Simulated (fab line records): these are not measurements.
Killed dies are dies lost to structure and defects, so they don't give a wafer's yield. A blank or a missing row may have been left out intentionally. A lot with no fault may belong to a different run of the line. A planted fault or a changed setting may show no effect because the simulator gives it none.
Chamber matching	flow sky130	4 sister chambers for SKY_FIELD_ISO_ETCH_14 on rieDiel-01
The step etches BARC in N2/H2, stops on SiO2, time 45.9 s, target depth 60 nm. 4 wafers are shown with their chamber, then 10 later ones without.

EACH WAFER AND ITS CHAMBER
wafer	chamber	drypumpMotorCurrentA (A)
L084.5	3	5.93
L084.6	1	6.36
L085.1	0	6.14
L085.5	2	5.67

WAFERS MISSING THEIR CHAMBER
wafer	drypumpMotorCurrentA (A)
L085.6	5.91
L089.1	5.91
L089.2	6.37
L089.5	5.67
L092.1	5.90
L092.4	5.70
L092.5	6.13
L097.1	5.63
L097.2	5.89
L097.5	6.14

WHICH CHAMBER EACH ONE RAN IN
wafer	from the rows above	in truth
L085.6	3	3
L089.1	3	3
L089.2	1	1
L089.5	2	2
L092.1	3	3
L092.4	2	2
L092.5	0	0
L097.1	2	2
L097.2	3	3
L097.5	0	0
Placed correctly: 10 of 10. Can't be placed from these rows: 0. Placed wrongly: 0.
How it was worked out, from the rows above alone: a wafer's distance from a chamber is the root of the sum, over the readings, of the square of ((its reading less the chamber's mean) divided by the reading's scatter). The wafer belongs to the nearest chamber; if the next one is less than 2 further off, it can't be placed. The mean given for a chamber averages the wafers shown for that chamber. The scatter: with one shown wafer a chamber, the root of the mean of the squares of how far each hidden wafer lies from its nearest shown one.
